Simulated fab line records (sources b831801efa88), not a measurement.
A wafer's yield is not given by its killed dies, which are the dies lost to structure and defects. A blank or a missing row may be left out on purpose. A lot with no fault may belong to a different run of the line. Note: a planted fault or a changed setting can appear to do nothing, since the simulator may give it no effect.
Chamber matching | flow sky130 | pecvd-04 running SKY_CONTACT_CVD_00: 3 sister chambers
The step deposits Si3N4, target thk 75 nm. 6 wafers are shown with their chamber, then 8 later ones without.

== EACH WAFER AND ITS CHAMBER ==
wafer  | chamber | heater_power_w (W)
L439.6 | 1       | 841
L440.1 | 0       | 831
L440.5 | 0       | 828
L443.3 | 1       | 840
L443.6 | 2       | 658
L445.1 | 2       | 665

== WAFERS WITH NO CHAMBER GIVEN ==
wafer  | heater_power_w (W)
L445.2 | 908
L445.4 | 682
L451.1 | 737
L451.3 | 874
L451.6 | 785
L455.1 | 777
L455.2 | 875
L455.6 | 863

== CHAMBER TAKEN BY EACH ==
wafer  | from the rows above | in truth
L445.2 | 1                   | 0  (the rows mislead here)
L445.4 | 2                   | 2
L451.1 | 2                   | 2
L451.3 | 1                   | 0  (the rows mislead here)
L451.6 | 0                   | 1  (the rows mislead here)
L455.1 | 0                   | 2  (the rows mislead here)
L455.2 | 1                   | 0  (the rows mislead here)
L455.6 | 1                   | 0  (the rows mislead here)
2 of 8 placed correctly. Number that these rows cannot place: 0. 6 placed wrongly.
How it was worked out, from the rows above alone: a wafer's distance from a chamber is the root of the sum, over the readings, of the square of ((its reading less the chamber's mean) divided by the reading's scatter). The wafer belongs to the nearest chamber; if the next one is less than 2 further off, it can't be placed. The mean given for a chamber averages the wafers shown for that chamber. The scatter: take each reading less its chamber's mean, square it, sum over the shown wafers, divide by the number of wafers less the number of chambers, and take the root.
